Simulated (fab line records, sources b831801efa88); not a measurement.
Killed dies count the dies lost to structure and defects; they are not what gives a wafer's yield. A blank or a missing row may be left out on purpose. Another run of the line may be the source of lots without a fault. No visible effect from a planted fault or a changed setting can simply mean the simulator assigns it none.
Code-filled problem report in 8D (eight disciplines) form + flow gf180mcu + the parts of the form that need people (team, actions taken, sign-off) are left out

1. THE ISSUE
Across 3 wafers from 2 lots, NWELL_RS at GF_VT_IMPLANT_RS_MEAS_47 averages 503.0 ohm/sq, while fault-free wafers read 488.2 ohm/sq with a standard deviation of 1.3. Measured from the usual mean, that is +11 standard deviations.
The step: measures by four-point-probe.
Earliest sighting: wafer L339.4 on film metro-03 at day 10 22:11. The record has a number at this step for 35 wafers belonging to 12 lots. Rule for "out" (also "out of limits"): further than 4 standard deviations from the usual mean. All remaining wafers that have a number are taken as sound.

2. WHAT IT IS, AND WHAT IT ISN'T
| question                    | is                           | is not                                                                                 |
|-----------------------------|------------------------------|----------------------------------------------------------------------------------------|
| which readings at this step | NWELL_RS                     | -                                                                                      |
| which lots                  | L339, L340                   | L327, L328, L329, L330, L331, L332, L333, L343, L345, L346                             |
| which wafers of those lots  | L339.4, L339.5, L340.5       | L340.1, L340.6                                                                         |
| read on which gauges        | film metro-02, film metro-03 | film metro-04                                                                          |
| when                        | from day 10 22:11            | up to then (21 sound wafers); but 11 sound wafers of L340, L343, L345, L346 came after |

3. SUSPECTS, AND WHAT RULES EACH OUT
Counting: if a tool at a process step up to the reading ran every lot that is out, it stays a suspect. Sound lots after the first of them don't rule it out here, since some wafers of a struck lot are sound.
- ruled out: the gauge at GF_VT_IMPLANT_RS_MEAS_47. Those wafers that are out were read across 2 gauges (film metro-02, film metro-03).
- implanter-01 at GF_NWELL_IMPLANT_08: kept. Every lot that is out went through it, the first being L339 (day 6 02:07); the last sound lot it ran before that was L333 (day 4 16:07).
After counting, what remains is implanter-01 at GF_NWELL_IMPLANT_08.

4. THE CAUSE (what the simulator had put in)
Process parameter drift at GF_NWELL_IMPLANT_08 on implanter-01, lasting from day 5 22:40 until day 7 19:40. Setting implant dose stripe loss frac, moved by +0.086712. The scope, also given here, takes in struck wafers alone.
The count eliminated every tool but this one.

5. THE EFFECT CHAIN, in route order
One row per reading whose mean, taken over the struck wafers that have a number, lies over 3 standard deviations from the usual. Only readings for which the record gives a usual standard deviation are gone through. hours: the time from each lot's start at the first step in this table that gives one to its start at this step, as a median over the lots. sigmas: the change in usual standard deviations.
| hours | step                     | reading  | usual        | on struck wafers | change | sigmas |
|-------|--------------------------|----------|--------------|------------------|--------|--------|
| 0     | GF_VT_IMPLANT_RS_MEAS_47 | NWELL_RS | 488.2 ohm/sq | 503.0            | +14.8  | +11    |
At these later measuring or inspecting steps, every struck wafer for which the step has a row has a number for every such reading, and none has moved that far: GF_POLY_GATE_THK_MEAS_17, GF_HV_LDD_TW_MEAS_11.

6. HOW IT WOULD HAVE BEEN CAUGHT EARLIER
The first out-of-limits reading at a measuring or inspecting step in this record came at day 10 22:11, 120 hours after the fault's start at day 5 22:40.
Lots out: 2; all had begun GF_NWELL_IMPLANT_08 on implanter-01 by day 10 22:11. None of them would have been spared by holding the tool at that moment.
